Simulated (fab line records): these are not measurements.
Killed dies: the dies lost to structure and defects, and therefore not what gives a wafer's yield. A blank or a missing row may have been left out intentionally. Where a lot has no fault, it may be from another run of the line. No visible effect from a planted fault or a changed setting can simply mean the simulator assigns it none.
fab line records	flow gf180mcu
[record] lots = 13	wafers = 39	lastDay = 34
route steps=602 shown STI@23 HV_LDD@212 V2@399 M3@424
lots with no fault: from the same line, run without faults
startH: hours from the record's first day to the start of the lot's first wafer shown	waitH: time in hours since the lot's previous step	" unchanged from the row above	L1.1+2: a row that stands for several wafers	- no value, or no start given	* or withheld: withheld	< > ~ a bound
route shown NAME@n: a module of which the file shows steps, and the number in the route of the first	usual: mean/standard deviation taken from wafers without a fault	same: alike in all rows	chamber/n: place in a boat	sites: the reading at each site	_std_site: how widely they spread, as a standard deviation	_edge_site: the outer-site mean with the inner-site mean subtracted	radiusMm: for every site, how far away it sits from the centre of the wafer	mask NAME#n: copy n	behind: the last tool/chamber to shape the wafer	hold: cause of the lot's hold/its duration in hours/its outcome	device: transistor that didn't switch, given as n, p or np	end of line: tests of these same wafers at the route's end	a step with no rows: only its recipe	killed: dies lost to structure and defects at the first sort, not the wafer's yield	map: a wafer's dies, marking killed ones x, the rest . and places with no die _
set.NAME: the setting that was run; set.NAME@STEP: the one run at that earlier step	model.NAME: the simulator's own value behind a step, which no gauge read
steps of the route over a sample of lots; a table a step, a row a wafer
services: a tool's chamber out of use, with start hour (startH, from the record's first day; less than 0 if before it), hours out, and reason
[[steps]]
[step GF_STI_THK_MEAS_22]
[recipe] reads = SiO2_of_STI_OXIDATION_21
[usual] STI_OXIDATION_01_THK = 15.29/0.27
lot.wafer	tool	chamber	startH	waitH	STI_OXIDATION_01_THK[nm]
L149.1	filmMetro-02	-	29.57	0.0	15.14
L149.2	"	-	"	"	15.23
L149.5	"	-	"	"	15.26
L152.1	filmMetro-03	-	42.79	0.0	15.51
L152.2	"	-	"	"	15.30
L152.4	"	-	"	"	15.19
L153.2	filmMetro-02	-	48.16	0.0	14.85
L153.3	"	-	"	"	14.97
L153.6	"	-	"	"	15.00
L155.1	filmMetro-03	-	58.89	0.0	15.01
L155.3	"	-	"	"	15.08
L155.5	"	-	"	"	15.09
L156.1	filmMetro-01	-	64.56	0.0	15.38
L156.2	"	-	"	"	15.40
L156.5	"	-	"	"	15.25
L159.2	filmMetro-01	-	79.90	0.0	15.75
L159.4	"	-	"	"	15.42
L159.6	"	-	"	"	15.62
L161.2	filmMetro-01	-	89.08	0.0	15.26
L161.4	"	-	"	"	15.14
L161.5	"	-	"	"	15.18
L162.1	filmMetro-02	-	93.97	0.0	15.48
L162.4	"	-	"	"	15.53
L162.6	"	-	"	"	15.71
L163.2	filmMetro-03	-	100.40	0.0	15.21
L163.4	"	-	"	"	15.36
L163.6	"	-	"	"	15.50
L164.1	filmMetro-02	-	105.19	0.0	15.06
L164.3	"	-	"	"	15.12
L164.4	"	-	"	"	15.29
L165.1	filmMetro-03	-	110.46	0.0	15.16
L165.3	"	-	"	"	15.34
L165.6	"	-	"	"	15.23
L166.1	filmMetro-01	-	113.79	0.0	15.35
L166.2	"	-	"	"	15.44
L166.3	"	-	"	"	15.46
L172.2	filmMetro-01	-	147.65	0.0	15.33
L172.3	"	-	"	"	15.44
L172.6	"	-	"	"	15.24
[step GF_HV_LDD_IMPLANT_36]
[recipe] species = P	energyKev = 60	doseCm2 = 7.5e+12	tiltDeg = 30	rotationDeg = 270
[usual] doseIonsCm2 = 7.501e+12/9.3e+09	faradayCurrentUA = 42.3/0.92
lot.wafer	tool	chamber	startH	waitH	doseIonsCm2	faradayCurrentUA
L149.1	implanter-02	0	255.57	0.1	7.513e+12	40.4
L149.2	"	0	"	"	7.498e+12	41.4
L149.5	"	0	"	"	7.502e+12	43.0
L152.1	implanter-01	0	274.92	0.1	7.509e+12	41.3
L152.2	"	0	"	"	7.51e+12	42.2
L152.4	"	0	"	"	7.524e+12	43.3
L153.2	implanter-03	0	283.80	0.1	7.505e+12	44.0
L153.3	"	0	"	"	7.501e+12	42.9
L153.6	"	0	"	"	7.507e+12	42.7
L155.1	implanter-03	0	300.07	0.1	7.492e+12	41.3
L155.3	"	0	"	"	7.503e+12	41.9
L155.5	"	0	"	"	7.495e+12	42.2
L156.1	implanter-02	0	306.82	3.7	7.5e+12	42.8
L156.2	"	0	"	"	7.498e+12	43.8
L156.5	"	0	"	"	7.518e+12	42.5
L159.2	implanter-01	0	332.85	0.1	7.508e+12	42.4
L159.4	"	0	"	"	7.519e+12	42.1
L159.6	"	0	"	"	7.502e+12	42.0
L161.2	implanter-03	0	344.34	0.1	7.503e+12	41.8
L161.4	"	0	"	"	7.506e+12	42.2
L161.5	"	0	"	"	7.505e+12	41.4
L162.1	implanter-01	0	353.09	0.1	7.508e+12	42.3
L162.4	"	0	"	"	7.503e+12	41.7
L162.6	"	0	"	"	7.52e+12	42.5
L163.2	implanter-03	0	363.84	0.1	3.284e+13	181.1
L163.4	"	0	"	"	3.2836e+13	180.6
L163.6	"	0	"	"	3.2835e+13	184.2
L164.1	implanter-01	0	369.86	0.1	7.503e+12	41.2
L164.3	"	0	"	"	7.497e+12	43.8
L164.4	"	0	"	"	7.49e+12	42.2
L165.1	implanter-02	0	383.59	0.1	7.498e+12	42.4
L165.3	"	0	"	"	7.493e+12	42.6
L165.6	"	0	"	"	7.503e+12	42.5
L166.1	implanter-03	0	384.56	0.1	3.287e+13	183.4
L166.2	"	0	"	"	3.2839e+13	185.4
L166.3	"	0	"	"	3.2845e+13	187.3
L172.2	implanter-02	0	439.23	0.1	7.508e+12	40.4
L172.3	"	0	"	"	7.496e+12	41.4
L172.6	"	0	"	"	7.506e+12	41.6
[step GF_HV_LDD_TW_MEAS_38]
[usual] HV_LDD_3_TW = 1447/6.7
lot.wafer	tool	chamber	startH	waitH	HV_LDD_3_TW
L149.1	filmMetro-04	-	255.82	0.1	1447
L149.2	"	-	"	"	1442
L149.5	"	-	"	"	1446
L152.1	filmMetro-04	-	275.17	0.1	1456
L152.2	"	-	"	"	1437
L152.4	"	-	"	"	1454
L153.2	filmMetro-04	-	284.03	0.1	1440
L153.3	"	-	"	"	1453
L153.6	"	-	"	"	1442
L155.1	filmMetro-03	-	300.32	0.1	1443
L155.3	"	-	"	"	1449
L155.5	"	-	"	"	1453
L156.1	filmMetro-04	-	307.07	0.1	1452
L156.2	"	-	"	"	1451
L156.5	"	-	"	"	1462
L159.2	filmMetro-03	-	333.08	0.1	1437
L159.4	"	-	"	"	1437
L159.6	"	-	"	"	1445
L161.2	filmMetro-04	-	344.57	0.1	1447
L161.4	"	-	"	"	1447
L161.5	"	-	"	"	1448
L162.1	filmMetro-01	-	353.34	0.1	1440
L162.4	"	-	"	"	1455
L162.6	"	-	"	"	1444
L163.2	filmMetro-03	-	364.07	0.1	1756
L163.4	"	-	"	"	1750
L163.6	"	-	"	"	1752
L164.1	filmMetro-03	-	370.11	0.1	1446
L164.3	"	-	"	"	1444
L164.4	"	-	"	"	1445
L165.1	filmMetro-03	-	383.84	0.1	1440
L165.3	"	-	"	"	1438
L165.6	"	-	"	"	1449
L166.1	filmMetro-01	-	384.81	0.1	1756
L166.2	"	-	"	"	1765
L166.3	"	-	"	"	1762
L172.2	filmMetro-03	-	439.46	0.1	1443
L172.3	"	-	"	"	1444
L172.6	"	-	"	"	1450
[step GF_HV_LDD_RS_MEAS_53]
[recipe] thkMeasGauge = four-point-probe
[usual] HV_LDD_RS = 418.3/1.1
lot.wafer	tool	chamber	startH	waitH	HV_LDD_RS[ohm/sq]
L149.1	filmMetro-03	-	275.79	0.1	418.9
L149.2	"	-	"	"	419.6
L149.5	"	-	"	"	419.7
L152.1	filmMetro-01	-	295.22	0.1	418.4
L152.2	"	-	"	"	417.7
L152.4	"	-	"	"	418.0
L153.2	filmMetro-04	-	303.84	0.1	420.0
L153.3	"	-	"	"	420.4
L153.6	"	-	"	"	418.5
L155.1	filmMetro-04	-	321.57	0.1	417.5
L155.3	"	-	"	"	416.9
L155.5	"	-	"	"	417.9
L156.1	filmMetro-01	-	328.22	0.1	417.5
L156.2	"	-	"	"	418.2
L156.5	"	-	"	"	417.0
L159.2	filmMetro-04	-	355.09	0.1	419.2
L159.4	"	-	"	"	419.1
L159.6	"	-	"	"	419.7
L161.2	filmMetro-04	-	366.47	0.1	419.0
L161.4	"	-	"	"	418.4
L161.5	"	-	"	"	420.2
L162.1	filmMetro-01	-	374.57	0.1	416.9
L162.4	"	-	"	"	416.7
L162.6	"	-	"	"	417.4
L163.2	filmMetro-04	-	386.94	0.1	363.5
L163.4	"	-	"	"	363.6
L163.6	"	-	"	"	363.0
L164.1	filmMetro-04	-	393.65	0.1	418.0
L164.3	"	-	"	"	417.9
L164.4	"	-	"	"	418.7
L165.1	filmMetro-03	-	407.09	0.1	415.9
L165.3	"	-	"	"	416.8
L165.6	"	-	"	"	416.5
L166.1	filmMetro-03	-	409.02	0.1	362.1
L166.2	"	-	"	"	361.7
L166.3	"	-	"	"	361.4
L172.2	filmMetro-04	-	464.45	0.1	418.2
L172.3	"	-	"	"	418.4
L172.6	"	-	"	"	417.6
[step GF_V2_ETCH_17]
[recipe] chemistry = C4F8/O2/Ar	maskMaterial = KrF	target = SiO2	stopOn = TiN	sourceW = 1500	biasW = 1200	pressureMtorr = 40	c4f8FlowSccm = withheld	O2_flow_sccm = 6	Ar_flow_sccm = 300	timeS = withheld	targetDepthA = 6300
[usual] oesProductAu = 0.855/0.0045
lot.wafer	tool	chamber	startH	waitH	oesProductAu
L149.1	rieDiel-01	2	-	-	0.857
L149.2	"	1	"	"	0.856
L149.5	"	2	"	"	0.854
L152.1	rieDiel-01	1	-	-	0.858
L152.2	"	0	"	"	0.858
L152.4	"	3	"	"	0.860
L153.2	rieDiel-04	2	-	-	0.857
L153.3	"	1	"	"	0.850
L153.6	"	1	"	"	0.848
L155.1	rieDiel-03	1	-	-	0.851
L155.3	"	3	"	"	0.856
L155.5	"	0	"	"	0.850
L156.1	rieDiel-01	1	-	-	0.854
L156.2	"	2	"	"	0.861
L156.5	"	1	"	"	0.856
L159.2	rieDiel-04	0	-	-	0.843
L159.4	"	1	"	"	0.859
L159.6	"	1	"	"	0.851
L161.2	rieDiel-03	1	-	-	0.857
L161.4	"	2	"	"	0.856
L161.5	"	0	"	"	0.853
L162.1	rieDiel-03	3	-	-	0.860
L162.4	"	2	"	"	0.866
L162.6	"	3	"	"	0.859
L163.2	rieDiel-04	0	-	-	0.851
L163.4	"	3	"	"	0.849
L163.6	"	2	"	"	0.852
L164.1	rieDiel-01	0	-	-	0.860
L164.3	"	2	"	"	0.860
L164.4	"	0	"	"	0.855
L165.1	rieDiel-01	2	-	-	0.857
L165.3	"	0	"	"	0.855
L165.6	"	2	"	"	0.857
L166.1	rieDiel-04	1	-	-	0.851
L166.2	"	2	"	"	0.851
L166.3	"	3	"	"	0.864
L172.2	rieDiel-04	3	-	-	0.857
L172.3	"	0	"	"	0.852
L172.6	"	0	"	"	0.849
[step GF_M3_OVL_MEAS_15]
[usual] M3_OVL = 0/5.5
lot.wafer	tool	chamber	startH	waitH	M3_OVL[nm]
L149.1	overlay-02	-	489.55	0.1	-3
L149.2	"	-	"	"	3
L149.5	"	-	"	"	-3
L152.1	overlay-01	-	515.95	0.1	7
L152.2	"	-	"	"	0
L152.4	"	-	"	"	7
L153.2	overlay-02	-	524.45	0.1	3
L153.3	"	-	"	"	-9
L153.6	"	-	"	"	4
L155.1	overlay-02	-	546.95	0.1	8
L155.3	"	-	"	"	3
L155.5	"	-	"	"	4
L156.1	overlay-02	-	550.10	0.1	0
L156.2	"	-	"	"	-4
L156.5	"	-	"	"	-2
L159.2	overlay-01	-	577.29	0.1	4
L159.4	"	-	"	"	3
L159.6	"	-	"	"	9
L161.2	overlay-01	-	593.15	0.1	5
L161.4	"	-	"	"	11
L161.5	"	-	"	"	4
L162.1	overlay-02	-	597.78	0.1	0
L162.4	"	-	"	"	-4
L162.6	"	-	"	"	-11
L163.2	overlay-02	-	607.40	0.1	2
L163.4	"	-	"	"	-3
L163.6	"	-	"	"	2
L164.1	overlay-01	-	612.43	0.1	4
L164.3	"	-	"	"	3
L164.4	"	-	"	"	3
L165.1	overlay-01	-	625.58	0.1	-7
L165.3	"	-	"	"	-3
L165.6	"	-	"	"	-10
L166.1	overlay-02	-	627.38	0.1	-5
L166.2	"	-	"	"	3
L166.3	"	-	"	"	-6
L172.2	overlay-01	-	672.63	0.1	-3
L172.3	"	-	"	"	6
L172.6	"	-	"	"	0
[[services]]
tool	chamber	startH	hours	kind
rieDiel-04	0	245.16	17.4	repair
rieDiel-01	0	276.38	6.9	repair
rieDiel-01	2	302.58	12.8	repair
rieDiel-04	0	339.75	14.8	repair
implanter-02	-	363.22	13.9	pm
implanter-01	-	377.16	3.3	repair
implanter-01	-	416.92	7.9	repair
implanter-01	-	417.98	3.1	repair
implanter-02	-	420.67	5.0	repair
rieDiel-04	2	430.70	21.0	repair
implanter-03	-	461.82	4.7	pm
rieDiel-01	-	482.46	2.8	pm
rieDiel-01	-	543.56	0.7	repair
rieDiel-01	3	575.70	7.0	repair
rieDiel-01	1	583.02	17.3	repair
rieDiel-01	-	587.02	0.4	repair
rieDiel-01	0	591.04	7.9	repair
rieDiel-04	2	608.10	5.5	repair
rieDiel-01	-	610.15	3.4	repair
rieDiel-04	0	628.02	20.5	repair
implanter-03	-	632.30	2.5	repair
rieDiel-04	1	643.00	15.4	repair
implanter-03	-	644.61	2.3	pm
rieDiel-01	0	647.28	69.7	repair
[[key]]
[firstSign] step = GF_HV_LDD_IMPLANT_36	reading = doseIonsCm2	direction = up	sigmas = 99+	usual = 7.501e+12	struck = 3.2844e+13
[effect] step = GF_HV_LDD_IMPLANT_36	reading = faradayCurrentUA	direction = up	sigmas = 99+	usual = 42.3	struck = 183.7
[effect] step = GF_HV_LDD_TW_MEAS_38	reading = HV_LDD_3_TW	direction = up	sigmas = 46	usual = 1447	struck = 1757
[effect] step = GF_HV_LDD_RS_MEAS_53	reading = HV_LDD_RS	direction = down	sigmas = 49	usual = 418.3	struck = 362.5
metAt GF_HV_LDD_IMPLANT_36
struckLots L163,L166
testerLeftOut L163,L166
notActingAt GF_STI_THK_MEAS_22,GF_V2_ETCH_17,GF_M3_OVL_MEAS_15
onsetBetween 344.34 363.84
[fault] kind = processParameterDrift	tool = implanter-03	chamber = -	onsetH = 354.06	steps = GF_HV_LDD_IMPLANT_36	channel = doseCm2	offset = 2.5344e+13	shape = step	endH = 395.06	actsIn = theseRecipesOnly	stated = 7.5e+12
// testerLeftOut: of these lots the tester's yield and bins aren't shown, on N5 and GAA mostly nor the transistor test; their killed dies are dies lost to structure and defects alone, not to doping, threshold or leakage, so they don't give the yield
